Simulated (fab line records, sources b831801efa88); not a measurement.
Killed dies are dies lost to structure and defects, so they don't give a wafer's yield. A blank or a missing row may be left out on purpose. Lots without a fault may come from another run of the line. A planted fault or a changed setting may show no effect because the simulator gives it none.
A struck lot beside a sound one | flow gf180mcu | 14 steps out of a route of 602
Sound: wafers L758.1, L758.3, L758.4. Struck: wafers L774.2, L774.3, L774.5. The cause comes at the end.
At each step with rows: each side's tool, then ch and its chambers, then its first start. Under that, the readings that differ: sound wafers | struck wafers | difference of the means | sigmas: that difference in standard deviations of wafers without a fault.
alike: readings whose means differ by less than 2 such deviations, and words and numbers that are the same on both sides. not compared: withheld readings, readings that some wafer has no value for, bounds like >300 that may hide the same value, and numbers for which the record gives no deviation and whose values overlap.
The two part at a step that has a row with sigmas, a row that says differs or no value, or rows on one side only. Numbers that don't overlap but have no deviation are shown without sigmas and don't part them. A reading that every wafer of one side lacks parts them only if that side has two wafers or more.

first, 2 steps without rows for these wafers: GF_M3_CLEAN_19 (cleans in DIW); GF_V3_CVD_00 (deposits SiO2, target thk 600 nm, time 100 s).
GF_V3_THK_MEAS_01:
  sound on film_metro-02, day 21 07:19; struck on film_metro-01, day 26 17:46
  alike: V3_CVD_00_THK
GF_V3_CVD_02: deposits SiO2 from TEOS, target thk 850 nm, time 94.851 s.
  sound on pecvd-03 ch 0,1,2, day 21 07:22; struck on pecvd-03 ch 0,1,2, day 26 17:49
  alike: heater_power_w
GF_V3_THK_MEAS_03:
  sound on film_metro-03, day 21 07:26; struck on film_metro-01, day 26 17:53
  alike: V3_CVD_02_THK
GF_V3_CMP_04: polishes SiO2.
  sound on cmp-01 ch 0,1,2, day 21 07:30; struck on cmp-01 ch 0,2, day 26 17:59
  alike: motor_current_A, slurry_flow_ml_min, time_to_endpoint_s
GF_V3_BOW_MEAS_05:
  sound on film_metro-02, day 21 07:48; struck on film_metro-01, day 26 18:16
  alike: V3_BOW
then, 5 steps without rows for these wafers: GF_V3_DEHYDRATE_06 (time 60 s); GF_V3_HMDS_07 (prime time 60 s); GF_V3_COAT_08; GF_V3_COAT_09 (resist thk 1000 nm); GF_V3_SOFTBAKE_10 (time 60 s).
GF_V3_EXPOSE_11: exposes mask Via3, target cd 260 nm.
  sound on krf_scanner-02 ch 0, day 21 20:05; struck on krf_scanner-01, day 27 05:19
  no value came back on the struck wafers for exposure_dose_mJ_cm2, focus_offset_nm (nm); on the sound wafers exposure_dose_mJ_cm2 reads 37.97 38.03 37.96
  alike: mask
then, 1 step without rows for these wafers: GF_V3_PEB_12 (peb time 90 s).

WHERE THEY PART
Only at GF_V3_EXPOSE_11, within this record.

WHY: what the simulator had put in
Skipped step whole: krf_scanner-01, from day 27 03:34 on, at GF_V3_EXPOSE_11. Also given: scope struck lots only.
